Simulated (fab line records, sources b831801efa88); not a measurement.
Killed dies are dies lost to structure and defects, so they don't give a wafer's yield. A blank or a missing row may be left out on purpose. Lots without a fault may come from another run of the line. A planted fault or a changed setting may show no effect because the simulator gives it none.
Split-lot experiment | flow sky130 | 5 lots, 23 wafers read, on a route of 708 steps

THE SPLIT
At SKY_GATE_OXIDE_IMPLANT_11, the setting energy_kev was moved away from the recipe's 10 on 8 of the 23 wafers read, by -2.5% to +4.7%. The other wafers ran this setting at the recipe's value.

The reading is taken at the split's own step.

THE READING
implant.drp_nm (the simulator's own value, which no gauge read), in nm, at SKY_GATE_OXIDE_IMPLANT_11. The file gives no usual value for it.

wafer  | tool, chamber at the split | energy_kev as run | against the recipe | implant.drp_nm, nm | against lot-mates on the recipe
L077.1 | implanter-03, 0            | 10.47             | +4.7%              | 17.67              | +0.56
L077.2 | implanter-03, 0            | 10.47             | +4.7%              | 17.67              | +0.56
L077.3 | implanter-03, 0            | 10.47             | +4.7%              | 17.67              | +0.56
L077.4 | implanter-03, 0            | 10                | recipe             | 17.11              | -
L077.5 | implanter-03, 0            | 10                | recipe             | 17.11              | -
L079.1 | implanter-01, 0            | 10                | recipe             | 17.11              | -
L079.2 | implanter-01, 0            | 10                | recipe             | 17.11              | -
L079.3 | implanter-01, 0            | 10                | recipe             | 17.11              | -
L079.4 | implanter-01, 0            | 10                | recipe             | 17.11              | -
L079.5 | implanter-01, 0            | 10                | recipe             | 17.11              | -
L080.2 | implanter-02, 0            | 9.749             | -2.5%              | 16.81              | -0.30
L080.3 | implanter-02, 0            | 9.749             | -2.5%              | 16.81              | -0.30
L080.4 | implanter-02, 0            | 10                | recipe             | 17.11              | -
L080.5 | implanter-02, 0            | 10                | recipe             | 17.11              | -
L080.6 | implanter-02, 0            | 10                | recipe             | 17.11              | -
L083.1 | implanter-03, 0            | 10                | recipe             | 17.11              | -
L083.5 | implanter-03, 0            | 10                | recipe             | 17.11              | -
L083.3 | implanter-03, 0            | 10.18             | +1.8%              | 17.33              | +0.22
L083.4 | implanter-03, 0            | 10.18             | +1.8%              | 17.33              | +0.22
L083.6 | implanter-03, 0            | 10.18             | +1.8%              | 17.33              | +0.22
L085.1 | implanter-01, 0            | 10                | recipe             | 17.11              | -
L085.2 | implanter-01, 0            | 10                | recipe             | 17.11              | -
L085.4 | implanter-01, 0            | 10                | recipe             | 17.11              | -

THE FIT
A straight line over all 23 wafers: implant.drp_nm changes by +0.119 nm for each +1% of energy_kev; r = +1.00; the points scatter about the line by 0.0019 nm.
The same after taking each lot's own level away (the mean of its wafers on the recipe; 23 wafers): +0.119 nm for each +1%; r = +1.00; scatter 0.0019 nm.
On that fit, the largest move of energy_kev shifts the reading by 0.56 nm.
The lots' own levels span 17.110 to 17.110 nm.
So the lot-to-lot level changes the slope little: the two slopes agree.
Check: with one of the wafers moved furthest among these (+4.7%) left out of the fit, the line predicts +0.563 nm for it against its lot-mates. It came out at +0.56 nm against them.

OTHER SPLITS ON THESE WAFERS
These wafers also went through other splits before the reading. Each is held against what the fit with the lots' levels taken away leaves over:
other split on the same wafers            | wafers away from the commonest value | r with implant.drp_nm (lot level and that fit taken away)
SKY_VT_ADJUST_LVTN_STRIP_20 o2_flow_sccm  | 8                                    | -0.09
SKY_VT_ADJUST_NCORE_DEVELOP_06 dev_temp_c | 9                                    | +0.11
SKY_VT_ADJUST_HVTR_COAT_02 spin_rpm       | 11                                   | +0.13
SKY_VT_ADJUST_PCH_IMPLANT_08 energy_kev   | 10                                   | -0.32
SKY_SONOS_TUNNEL_IMPLANT_09 dose_cm2      | 8                                    | +0.11
SKY_SONOS_ONO_CVD_02 pressure_mtorr       | 15                                   | -0.22
SKY_SONOS_ONO_EXPOSE_10 dose_mj           | 8                                    | -0.02
SKY_SONOS_ONO_ETCH_15 source_w            | 6                                    | +0.30
SKY_GATE_OXIDE_COAT_05 resist_thk_nm      | 8                                    | -0.39

THE WHOLE CHAIN: every reading that the file lists as answering this split, in the file's order
step                      | what it does | reading                                                         | change (the file's fit)               | r (the file's)
SKY_GATE_OXIDE_IMPLANT_11 |              | implant.rp_nm (the simulator's own value, which no gauge read)  | +0.324 nm for each +1% of the setting | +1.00
SKY_GATE_OXIDE_IMPLANT_11 |              | implant.drp_nm (the simulator's own value, which no gauge read) | +0.119 nm for each +1% of the setting | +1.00

THE FILE'S OWN FIT
implant.drp_nm changes by +0.119 nm for each +1% of energy_kev, r = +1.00.
